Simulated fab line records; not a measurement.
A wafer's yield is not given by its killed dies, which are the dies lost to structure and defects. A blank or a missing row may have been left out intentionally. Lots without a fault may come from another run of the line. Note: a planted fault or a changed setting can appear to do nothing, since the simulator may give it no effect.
Which tool did it? | flow gf180mcu | 6 lots with 18 wafers sampled at 2 steps, on a route of 602 steps

WHAT THE GAUGES READ, wafer by wafer
GF_STI_THK_MEAS_24.
lot  | measured    | on            | STI_CVD_23_THK (nm)
L838 | day 2 15:39 | film-metro-01 | 618 627 631
L841 | day 3 06:03 | film-metro-01 | 628 630 611
L846 | day 4 12:17 | film-metro-01 | 643 634 636
L850 | day 5 07:08 | film-metro-01 | 635 631 625
L853 | day 5 23:02 | film-metro-04 | 629 1097 633 629 1097 632
L856 | day 6 15:08 | film-metro-04 | 648 641 643

EACH LOT AND THE TOOL THAT RAN IT (in order: tool; ch and the chambers of the sampled wafers; start)
lot  | GF_STI_CVD_23
L838 | hdpcvd-01 ch 0,1,2, day 2 15:34
L841 | hdpcvd-01 ch 0,1, day 3 05:58
L846 | hdpcvd-02 ch 0,2, day 4 12:13
L850 | hdpcvd-02 ch 0,1,2, day 5 07:04
L853 | hdpcvd-01 ch 1,2, day 5 22:58
L856 | hdpcvd-02 ch 0,1,2, day 6 15:04
- GF_STI_CVD_23: deposits SiO2, target thk 650 nm, time 108.3 s.

THE ANSWER, worked out from the rows above alone
Rule: usual is defined by the lots themselves. The widest of any qualifying gaps counts: lots, ordered by their means at a reading, are off when they make up no more than a third of the lots, leave a main group of 4 or more, and stand apart from it by 3 or more times the standard deviation of that group's means. If all means in a main group match to the digits the tables above print for the reading, that group is not used. A lot without any number at a reading at which 4 lots or more have one is off too. Where the step has rows for the other lots, those lots are counted as sound.
Off: at GF_STI_THK_MEAS_24 (STI_CVD_23_THK), L853. Main group: mean 632 nm, sd 7.8.
A tool fits if, at a process step before that reading, it ran every lot that is off, and no sound lot after the first of them. The gauges at GF_STI_THK_MEAS_24 are tried like those tools. One candidate fits, namely hdpcvd-01 at GF_STI_CVD_23. A fault onset in the window from L841 (day 3 05:58, its last sound lot) to L853 (day 5 22:58, its first lot off) fits.

WHAT HAD BEEN PUT IN BY THE SIMULATOR
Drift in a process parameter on hdpcvd-01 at GF_STI_CVD_23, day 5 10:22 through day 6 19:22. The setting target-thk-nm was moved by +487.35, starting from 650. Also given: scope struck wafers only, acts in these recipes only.
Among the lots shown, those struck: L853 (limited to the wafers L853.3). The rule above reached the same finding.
